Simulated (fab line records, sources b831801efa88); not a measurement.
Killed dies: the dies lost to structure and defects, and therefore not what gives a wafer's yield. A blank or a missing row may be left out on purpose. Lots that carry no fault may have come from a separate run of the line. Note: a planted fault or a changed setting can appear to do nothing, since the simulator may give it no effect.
The same fault as seen by 2 desks / flow gf180mcu / every desk sees just its own numbers, and what lay behind them comes last

## METROLOGY DESK
Means of the sampled wafers that have a number, per lot and without regard to the tool the lot ran on: this is what the gauges read. Marked OUT: a lot whose mean sits more than 4 standard deviations from the usual mean, which makes it out of limits; the brackets give that distance.
Columns: A = V1_CVD_00_THK at GF_V1_THK_MEAS_01, usual 599 nm; B = M2_ALCU_RS at GF_M2_RS_MEAS_05, usual 0.0689 ohm/sq; C = M2_ALCU_THK at GF_M2_THK_MEAS_06, usual 453 nm; D = M2_OVL at GF_M2_OVL_MEAS_15, usual -2 nm
lot=L307; first seen here=day 16 20:20; A=597; B=0.0691; C=451; D=-5
lot=L308; first seen here=day 17 02:20; A=595; B=0.0683; C=458; D=-8
lot=L309; first seen here=day 17 12:10; A=603; B=0.0695; C=447; D=3
lot=L310; first seen here=day 18 22:02; A=595; B=0.0692; C=451; D=-2
lot=L312; first seen here=day 19 12:42; A=603; B=0.0695; C=449; D=1
lot=L313; first seen here=day 20 02:34; A=594; B=0.0683; C=455; D=-10
lot=L314; first seen here=day 20 16:19; A=601; B=0.0595 (-13) OUT; C=554 (+19) OUT; D=-6
lot=L316; first seen here=day 21 08:00; A=593; B=0.0512 (-25) OUT; C=640 (+36) OUT; D=1
lot=L325; first seen here=day 23 17:52; A=597; B=0.0685; C=454; D=-6
lot=L326; first seen here=day 24 01:59; A=599; B=0.0692; C=454; D=-1
lot=L327; first seen here=day 24 11:13; A=598; B=0.0684; C=459; D=4
lot=L328; first seen here=day 24 13:11; A=604; B=0.0692; C=453; D=-8
lot=L329; first seen here=day 24 21:39; A=601; B=0.0685; C=457; D=-1
This desk finds L314, L316 out of limits, with the earliest case on L314 at day 21 18:44 (M2_ALCU_RS at GF_M2_RS_MEAS_05). L307, L308, L309, L310, L312, L313, L325, L326, L327, L328, L329 stayed within limits.

## TOOL OWNER'S DESK, pvd sputter-03
The tool's own readings at GF_M2_SPUTTER_02 (material AlCu, target thk 450 nm, time 23.9 s): means of the sampled wafers that have a number, for each lot that ran on this tool. Marked OUT: a lot whose mean sits more than 4 standard deviations from the usual mean, which makes it out of limits; the brackets give that distance.
Columns: A = throttle valve pct at GF_M2_SPUTTER_02, usual 30.1 %
lot=L307; first seen here=day 17 21:26; A=30.1
lot=L308; first seen here=day 18 03:32; A=30.0
lot=L310; first seen here=day 20 00:25; A=29.9
lot=L312; first seen here=day 20 14:52; A=30.3
lot=L314; first seen here=day 21 18:39; A=29.9
lot=L316; first seen here=day 22 09:51; A=30.1
lot=L327; first seen here=day 25 11:23; A=30.1
lot=L328; first seen here=day 25 12:23; A=30.0
This desk found nothing out of limits on any of the 8 lots.

## ALL TOGETHER
At day 21 18:44 the metrology desk could have sounded an alarm, on L314, L316.
The tool owner's desk saw nothing out of limits.
The tool owner's desk has L314, L316 on record, within its limits.
All the named lots went through GF_M2_SPUTTER_02 on pvd sputter-03.

## WHAT THE SIMULATOR HAD PUT IN
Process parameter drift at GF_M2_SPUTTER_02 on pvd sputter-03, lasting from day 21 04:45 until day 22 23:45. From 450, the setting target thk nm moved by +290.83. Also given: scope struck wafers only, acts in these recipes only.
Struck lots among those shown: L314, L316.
Time in hours between the start of the fault and the first out-of-limits reading at each desk: metrology desk, 14.
